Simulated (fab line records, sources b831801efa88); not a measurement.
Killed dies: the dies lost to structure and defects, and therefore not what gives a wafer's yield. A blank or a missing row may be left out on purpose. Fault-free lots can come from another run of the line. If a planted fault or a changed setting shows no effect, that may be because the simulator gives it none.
A lot that was struck, set against a sound lot ; flow sky130 ; 17 steps out of a route of 708
Sound: wafers L175.2, L175.4, L175.5. Struck: wafers L161.1, L161.2, L161.3. The cause is named last.
For every step that has rows: the tool of each side, followed by ch and its chambers, followed by its first start. Under that, the readings that differ: sound wafers ; struck wafers ; difference of the means ; sigmas: that difference in standard deviations of wafers without a fault.
alike: same words and numbers on both sides, and readings whose means sit less than 2 such deviations apart. not compared: any withheld reading, any reading some wafer has no value for, any bound like >300 that may hide the same value, and any number with overlapping values for which the record gives no deviation.
Wherever a step has rows on one side only, a row that says differs or no value, or a row with sigmas, the two part there. Numbers that have no deviation but don't overlap get no sigmas and don't part them. A reading missing from all wafers of one side parts the sides only when that side holds two or more wafers.

SKY_GATE_OXIDE_TW_MEAS_14:
  sound on film-metro-02 at day 20 13:55; struck on film-metro-01 at day 15 03:38
  alike: GATE_OXIDE_TW
then, 3 steps without rows for these wafers: SKY_GATE_OXIDE_CLEAN_15 (cleans in SC1/SC2, time 150 s); SKY_GATE_OXIDE_OXIDATION_16 (stabilise 600 s, purge 300 s, target thk 3.57 nm); SKY_POLY_GATE_CVD_00 (deposits poly-Si, target thk 180 nm, time 720 s).
SKY_POLY_GATE_THK_MEAS_01:
  sound on film-metro-03 at day 20 16:56; struck on film-metro-01 at day 15 07:05
  alike: POLY_GATE_CVD_00_THK
then, 7 steps without rows for these wafers: SKY_RES_PROTECT_DEHYDRATE_00 (time 60 s); SKY_RES_PROTECT_HMDS_01 (prime time 60 s); SKY_RES_PROTECT_COAT_02 (resist thk 1140 nm); SKY_RES_PROTECT_SOFTBAKE_03 (time 60 s); SKY_RES_PROTECT_EXPOSE_04 (exposes mask RPM, target cd 1270 nm); SKY_RES_PROTECT_PEB_05; SKY_RES_PROTECT_DEVELOP_06 (develop time 60 s).
SKY_POLY_GATE_IMPLANT_02:
  sound on implanter-01 ch 0, day 22 00:12; struck on implanter-02 ch 0, day 16 12:13
  alike: beam-energy-keV, beam-on-s
SKY_RES_PROTECT_STRIP_07: strips in O2/N2.
  sound on plasma-asher-03 ch 0,1, day 22 00:19; struck on plasma-asher-01 ch 0,1, day 16 12:22
reading;sound;struck;difference;sigmas
oes-product-au (a.u.);0.519 0.511 0.516;0.493 0.493 0.502;-0.019;-4
strip-time-to-endpoint-s (s);23.31 23.28 23.27;25.15 25.12 25.12;+1.84;+41
  alike: drypump-motor-current-A
  not compared: rf-hours-counter-h
SKY_RES_PROTECT_TW_MEAS_08:
  sound on film-metro-04 at day 22 00:26; struck on film-metro-02 at day 16 12:44
reading;sound;struck;difference;sigmas
POLY_GATE_TW;3975 3965 4000;4121 4150 4143;+158;+5
then, 1 step without rows for these wafers: SKY_RES_PROTECT_CLEAN_09 (cleans in SC1/SC2, time 150 s).
-- a jump in the record: the struck wafers' starts before and after are 30 days apart (it breaks off in module RES_PROTECT and resumes in module PAD_OPEN, where the first step shown is number 708 of the route) --
SKY_PAD_OPEN_PROBE_99:
  sound on prober-01 at day 50 02:20; struck on prober-01 at day 46 15:53
reading;sound;struck;difference;sigmas
model.etest.res-poly.line-ohm-um;486.8 515.6 499.9;398.2 397 382.5;-108.2;
model.etest.licon-poly.rc-ohm;156 159.5 148.9;102.8 104.7 110.6;-48.8;
model.etest.res-poly.rs-ohm-sq;46.99 47.61 47.25;34.94 35.62 35.44;-11.95;
  alike: killed_at_M0_to_M3, killed_at_M4_up, killed-at-contacts, killed-at-front-end, killed-at-other, killed-dies, killed-open, killed-short

## WHERE THEY PART
At SKY_RES_PROTECT_STRIP_07 first; at SKY_RES_PROTECT_TW_MEAS_08 last (within this record only). Later steps at which nothing parts them and some readings are alike: SKY_PAD_OPEN_PROBE_99.

WHY: whatever the simulator had introduced
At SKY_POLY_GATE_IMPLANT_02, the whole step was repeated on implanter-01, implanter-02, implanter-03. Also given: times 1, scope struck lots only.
